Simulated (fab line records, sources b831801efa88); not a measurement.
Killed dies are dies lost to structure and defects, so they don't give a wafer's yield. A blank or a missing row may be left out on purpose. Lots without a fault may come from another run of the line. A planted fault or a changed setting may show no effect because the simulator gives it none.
fab line records | flow sky130
record lots=13 wafers=39 last_day=50
route steps=708 shown LDD_HVP@287 VIA3@593 VIA4@642 PAD_OPEN@708
lots that met no fault: from a run of the same line without faults
start_h: hours from the record's first day to the start of the lot's first wafer shown | wait_h: hours since the lot's step before | " the same as in the row above | L1.1+2: a row that stands for several wafers | - no value, or no start given | * or withheld: withheld | < > ~ a bound
route shown NAME@n: a module of which the file shows steps, and the number in the route of the first | usual: mean/standard deviation of fault-free wafers | same: alike in all rows | chamber/n: place in a boat | sites: the reading at each site | _std_site: their standard deviation | _edge_site: outer sites' mean less inner sites' | radius_mm: how far each site lies from the wafer's centre | mask NAME#n: copy n | behind: the tool/chamber that last shaped the wafer | hold: why the lot was held/for how many hours/how that ended | device: the transistor (n, p or np) that didn't switch | end of line: the same wafers' tests at the end of the route | a step without rows: its recipe alone | killed: dies lost to structure and defects at the first sort, not the wafer's yield | map: a wafer's dies, x killed, . not, _ none there
set.NAME: the setting as run; set.NAME@STEP: as run at that earlier step | model.NAME: the simulator's own value behind a step, which no gauge read
steps of the route over a sample of lots; a table a step, a row a wafer
services: from which hour (start_h, from the record's first day; less than 0 if before it) a tool's chamber was out of use, for how many hours, and why
## steps
# step SKY_LDD_HVP_STRIP_09
# recipe chemistry=O2/N2 power_w=1400 pressure_mtorr=1500 platen_temp_c=withheld o2_flow_sccm=3000 n2_flow_sccm=300 overash_fraction=0.5
# usual drypump_motor_current_A=5.5/0.44 oes_product_au=0.409/0.0046 strip_time_to_endpoint_s=4.146/0.017
# columns lot.wafer tool chamber start_h wait_h drypump_motor_current_A oes_product_au rf_hours_counter_h strip_time_to_endpoint_s
L970.2 plasma_asher-02 0 488.19 0.1 5.7 0.406 6 4.139
L970.3 " 0 " " 5.7 0.397 - 4.156
L970.4 " 1 " " 5.4 0.416 - 4.153
L972.1 plasma_asher-04 1 513.02 0.1 5.0 0.414 85 4.098
L972.2 " 0 " " 6.2 0.401 85 4.098
L972.3 " 1 " " 4.9 0.412 - 4.137
L973.1 plasma_asher-03 0 518.04 0.1 5.0 0.412 67 4.155
L973.3 " 1 " " 5.4 0.406 - 4.156
L973.6 " 1 " " 5.4 0.407 - 4.135
L974.1 plasma_asher-02 0 523.94 0.1 5.7 0.407 10 4.152
L974.2 " 1 " " 5.4 0.412 10 4.151
L974.6 " 0 " " 5.7 0.405 - 4.131
L975.1 plasma_asher-04 0 531.54 0.1 6.3 0.404 87 4.153
L975.4 " 0 " " 6.2 0.406 - 4.178
L975.6 " 0 " " 6.3 0.410 - 4.162
L978.1 plasma_asher-04 0 591.84 0.1 6.3 0.413 92 4.117
L978.4 " 1 " " 5.0 0.411 - 4.109
L978.5 " 1 " " 5.0 0.409 - 4.140
L979.4 plasma_asher-02 0 595.80 0.1 5.7 0.408 - 4.160
L979.5 " 1 " " 5.4 0.411 - 4.144
L979.6 " 0 " " 5.7 0.412 - 4.141
L980.2 plasma_asher-04 0 604.72 0.1 6.3 0.408 94 4.137
L980.5 " 1 " " 5.0 0.409 - 4.140
L980.6 " 0 " " 6.2 0.409 - 4.148
L982.1 plasma_asher-02 1 607.04 0.1 5.4 0.411 19 4.140
L982.3 " 1 " " 5.4 0.416 - 4.143
L982.4 " 0 " " 5.6 0.416 - 4.148
L984.3 plasma_asher-02 1 623.53 0.1 5.4 0.406 - 4.160
L984.5 " 0 " " 5.7 0.414 - 4.152
L984.6 " 1 " " 5.4 0.416 - 4.146
L987.2 plasma_asher-02 1 653.87 0.1 5.4 0.413 25 4.160
L987.5 " 0 " " 5.7 0.402 - 4.150
L987.6 " 1 " " 5.4 0.407 - 4.157
L989.2 plasma_asher-02 1 656.82 0.1 5.4 0.422 25 4.159
L989.5 " 1 " " 5.4 0.402 - 4.164
L989.6 " 0 " " 5.7 0.408 - 4.164
L990.3 plasma_asher-02 0 671.96 0.1 5.6 0.405 - 4.160
L990.4 " 1 " " 5.4 0.404 - 4.150
L990.5 " 0 " " 5.6 0.417 - 4.161
# step SKY_VIA3_SPUTTER_20
# recipe material=TiN target_thk_nm=20 chamber_pressure_pa=5 power_w=4000 time_s=80
# usual throttle_valve_pct=29.9/1.1
# same time_s=80
# columns lot.wafer tool chamber start_h wait_h throttle_valve_pct
L970.2 pvd_sputter-04 - 920.65 0.0 29.5
L970.3 " - " " 31.3
L970.4 " - " " 30.5
L972.1 pvd_sputter-01 - 940.87 0.0 28.3
L972.2 " - " " 29.3
L972.3 " - " " 29.5
L973.1 pvd_sputter-04 - 945.81 0.0 30.6
L973.3 " - " " 29.7
L973.6 " - " " 29.5
L974.1 pvd_sputter-02 - 950.41 0.0 30.0
L974.2 " - " " 28.9
L974.6 " - " " 29.8
L975.1 pvd_sputter-02 - 960.24 0.0 31.9
L975.4 " - " " 29.6
L975.6 " - " " 31.8
L978.1 pvd_sputter-02 - 1005.09 0.0 28.8
L978.4 " - " " 31.1
L978.5 " - " " 29.7
L979.4 pvd_sputter-04 - 1008.77 0.0 29.7
L979.5 " - " " 30.3
L979.6 " - " " 30.0
L980.2 pvd_sputter-01 - 1014.40 0.0 29.5
L980.5 " - " " 29.2
L980.6 " - " " 29.2
L982.1 pvd_sputter-02 - 1017.61 0.0 31.3
L982.3 " - " " 29.7
L982.4 " - " " 29.8
L984.3 pvd_sputter-01 - 1028.36 0.0 29.5
L984.5 " - " " 28.7
L984.6 " - " " 29.0
L987.2 pvd_sputter-01 - 1054.42 0.0 29.4
L987.5 " - " " 29.0
L987.6 " - " " 29.5
L989.2 pvd_sputter-01 - 1059.21 0.0 28.6
L989.5 " - " " 29.3
L989.6 " - " " 29.5
L990.3 pvd_sputter-02 - 1067.54 0.0 29.7
L990.4 " - " " 28.7
L990.5 " - " " 29.3
# step SKY_VIA4_BOW_MEAS_03
# recipe mode=bow
# usual VIA4_BOW=78/7.6
# columns lot.wafer tool chamber start_h wait_h VIA4_BOW[um]
L970.2 film_metro-01 - 972.34 0.2 79
L970.3 " - " " 78
L970.4 " - " " 79
L972.1 film_metro-02 - 992.30 0.1 77
L972.2 " - " " 82
L972.3 " - " " 77
L973.1 film_metro-01 - 995.29 0.1 89
L973.3 " - " " 77
L973.6 " - " " 90
L974.1 film_metro-02 - 1000.97 0.2 81
L974.2 " - " " 82
L974.6 " - " " 74
L975.1 film_metro-02 - 1010.16 0.2 81
L975.4 " - " " 72
L975.6 " - " " 80
L978.1 film_metro-01 - 1053.13 0.2 80
L978.4 " - " " 75
L978.5 " - " " 82
L979.4 film_metro-03 - 1055.78 0.3 77
L979.5 " - " " 84
L979.6 " - " " 79
L980.2 film_metro-02 - 1061.02 0.1 86
L980.5 " - " " 80
L980.6 " - " " 92
L982.1 film_metro-03 - 1064.04 0.2 80
L982.3 " - " " 85
L982.4 " - " " 86
L984.3 film_metro-01 - 1075.50 0.3 93
L984.5 " - " " 76
L984.6 " - " " 75
L987.2 film_metro-01 - 1099.16 0.1 84
L987.5 " - " " 86
L987.6 " - " " 90
L989.2 film_metro-02 - 1113.33 0.3 84
L989.5 " - " " 72
L989.6 " - " " 81
L990.3 film_metro-02 - 1116.72 0.4 70
L990.4 " - " " 61
L990.5 " - " " 70
# step SKY_VIA4_OVL_MEAS_11
# usual VIA4_OVL=-0.2/1.3
# columns lot.wafer tool chamber start_h wait_h VIA4_OVL[nm]
L970.2 overlay-02 - 995.16 0.1 -1.2
L970.3 " - " " -1.7
L970.4 " - " " 0.6
L972.1 overlay-01 - 1015.05 0.1 2.3
L972.2 " - " " 0.4
L972.3 " - " " -0.4
L973.1 overlay-01 - 1017.65 0.1 -1.4
L973.3 " - " " -0.2
L973.6 " - " " -0.2
L974.1 overlay-01 - 1023.51 0.1 1.2
L974.2 " - " " 0.7
L974.6 " - " " -0.6
L975.1 overlay-02 - 1032.60 0.1 -0.6
L975.4 " - " " -0.7
L975.6 " - " " 2.2
L978.1 overlay-01 - 1074.12 0.1 1.5
L978.4 " - " " -0.1
L978.5 " - " " 1.5
L979.4 overlay-02 - 1076.62 0.1 -0.3
L979.5 " - " " -0.6
L979.6 " - " " 2.0
L980.2 overlay-01 - 1081.67 0.1 2.3
L980.5 " - " " 0.2
L980.6 " - " " 0.0
L982.1 overlay-01 - 1084.41 0.1 -1.5
L982.3 " - " " -1.8
L982.4 " - " " -1.7
L984.3 overlay-02 - 1095.52 0.1 -0.9
L984.5 " - " " -1.1
L984.6 " - " " 0.3
L987.2 overlay-01 - 1114.97 0.1 0.1
L987.5 " - " " -1.8
L987.6 " - " " -1.5
L989.2 overlay-01 - 1127.67 0.1 0.6
L989.5 " - " " 1.5
L989.6 " - " " -1.7
L990.3 overlay-02 - 1133.71 0.1 -0.1
L990.4 " - " " -1.9
L990.5 " - " " -1.4
# step SKY_PAD_OPEN_PROBE_99
# usual killed_at_M0_to_M3=44/6.4 killed_at_M4_up=3.6/2.1 killed_at_contacts=23/5.1 killed_at_front_end=15/4.3 killed_at_other=0.3/0.56 killed_dies=86/9 killed_open=47/6.4 killed_short=39/5.8
# same gross_dies=492 killed_at_back_side=0
# columns lot.wafer tool chamber start_h wait_h killed_at_M0_to_M3 killed_at_M4_up killed_at_contacts killed_at_front_end killed_at_other killed_dies killed_open killed_short
L987.2 prober-01 - 1175.61 0.1 35 2 31 59 0 127 48 33
L987.5 prober-01 - 1175.76 0.2 45 6 20 59 0 130 49 34
L987.6 prober-01 - 1175.81 0.2 45 3 29 63 0 140 64 31
L989.2 prober-01 - 1185.16 0.1 39 7 22 71 0 139 56 30
L989.5 prober-01 - 1185.31 0.2 31 3 20 62 0 116 34 33
L989.6 prober-01 - 1185.36 0.2 50 4 25 69 1 149 49 49
L990.3 prober-01 - 1190.43 0.2 36 4 22 60 1 123 34 36
L990.4 prober-01 - 1190.48 0.2 47 4 24 64 0 139 49 39
L990.5 prober-01 - 1190.53 0.2 49 2 23 60 1 135 44 44
# killed by level:class
L987.2 LDD_HVP:unspecified=46 LI_CONTACT:geometric_particle:open=12 CONTACT:geometric_particle:open=7 VIA1:geometric_particle:open=7 LOCAL_INTERCONNECT:geometric_particle:short=5 VIA1:geometric_particle:short=5 VIA3:geometric_particle:open=5 POLY_GATE:geometric_particle:short=4
L987.5 LDD_HVP:unspecified=47 VIA2:geometric_particle:open=11 VIA3:geometric_particle:open=9 CONTACT:geometric_particle:open=8 METAL1:geometric_particle:short=8 LI_CONTACT:geometric_particle:open=5 VIA1:geometric_particle:open=5 FIELD_ISO:geometric_particle:open=4
L987.6 LDD_HVP:unspecified=45 CONTACT:geometric_particle:open=14 VIA1:geometric_particle:open=13 LI_CONTACT:geometric_particle:open=9 VIA2:geometric_particle:open=7 VIA3:geometric_particle:open=7 METAL1:geometric_particle:short=6 FIELD_ISO:geometric_particle:short=4
L989.2 LDD_HVP:unspecified=51 VIA3:geometric_particle:open=13 CONTACT:geometric_particle:open=12 VIA1:geometric_particle:short=6 FIELD_ISO:geometric_particle:open=5 FIELD_ISO:geometric_particle:short=5 VIA1:geometric_particle:open=5 VIA2:geometric_particle:open=5
L989.5 LDD_HVP:unspecified=49 VIA3:geometric_particle:open=7 CONTACT:geometric_particle:open=7 VIA1:geometric_particle:open=6 POLY_GATE:geometric_particle:short=5 FIELD_ISO:geometric_particle:open=4 FIELD_ISO:geometric_particle:short=4 LI_CONTACT:geometric_particle:open=4
L989.6 LDD_HVP:unspecified=49 VIA1:geometric_particle:open=12 FIELD_ISO:geometric_particle:short=11 CONTACT:geometric_particle:open=10 METAL2:geometric_particle:short=9 VIA1:geometric_particle:short=8 CONTACT:geometric_particle:short=6 VIA2:geometric_particle:open=6
L990.3 LDD_HVP:unspecified=53 VIA1:geometric_particle:open=10 LI_CONTACT:geometric_particle:open=7 LI_CONTACT:geometric_particle:short=6 FIELD_ISO:geometric_particle:short=4 CONTACT:geometric_particle:open=4 VIA2:geometric_particle:short=4 METAL3:geometric_particle:short=4
L990.4 LDD_HVP:unspecified=51 VIA1:geometric_particle:open=13 CONTACT:geometric_particle:open=8 METAL1:geometric_particle:short=7 VIA2:geometric_particle:open=7 LI_CONTACT:geometric_particle:open=6 CONTACT:geometric_particle:short=6 VIA1:geometric_particle:short=6
L990.5 LDD_HVP:unspecified=47 VIA1:geometric_particle:open=11 VIA2:geometric_particle:open=10 METAL2:geometric_particle:short=8 LI_CONTACT:geometric_particle:open=7 CONTACT:geometric_particle:open=7 METAL1:geometric_particle:short=5 VIA1:geometric_particle:short=4
## services
# columns tool chamber start_h hours kind
plasma_asher-03 - 487.27 28.1 pm
pvd_sputter-02 - 511.58 1.9 repair
pvd_sputter-04 - 515.88 3.3 repair
pvd_sputter-02 - 558.91 8.4 repair
plasma_asher-02 - 576.68 1.1 repair
pvd_sputter-02 - 597.19 1.9 repair
pvd_sputter-01 - 626.31 4.7 repair
plasma_asher-03 - 649.88 0.6 repair
plasma_asher-02 - 657.18 1.2 repair
plasma_asher-03 - 660.56 17.7 repair
plasma_asher-04 - 717.74 28.1 pm
plasma_asher-04 - 745.84 9.0 pm
plasma_asher-02 - 772.92 1.0 repair
plasma_asher-02 - 811.07 3.2 repair
pvd_sputter-02 - 831.94 8.7 repair
plasma_asher-04 - 898.08 11.5 repair
pvd_sputter-04 - 917.42 2.3 repair
plasma_asher-04 - 941.08 2.4 repair
plasma_asher-02 - 947.48 2.5 repair
plasma_asher-04 - 964.60 18.7 pm
plasma_asher-04 - 1001.06 6.4 repair
pvd_sputter-02 - 1013.22 1.3 repair
plasma_asher-04 - 1038.58 14.6 pm
pvd_sputter-04 - 1058.00 7.9 repair
## key
first_sign step=SKY_PAD_OPEN_PROBE_99 reading=killed_at_front_end direction=up sigmas=11 usual=15 struck=63
effect step=SKY_PAD_OPEN_PROBE_99 reading=killed_dies direction=up sigmas=5.2 usual=86 struck=133
met_at SKY_LDD_HVP_STRIP_09
struck_lots L987,L989,L990
tester_left_out L987,L989,L990
not_acting_at SKY_VIA3_SPUTTER_20,SKY_VIA4_BOW_MEAS_03,SKY_VIA4_OVL_MEAS_11
onset_between 623.53 653.87
also_fits time
fault kind=chamber_particle_source tool=plasma_asher-02 chamber=- onset_h=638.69 steps=SKY_LDD_HVP_STRIP_09 rate_per_visit_cm2=0.66639 end_h=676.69
# tester_left_out: of these lots the tester's yield and bins aren't shown, on N5 and GAA mostly nor the transistor test; their killed dies are dies lost to structure and defects alone, not to doping, threshold or leakage, so they don't give the yield
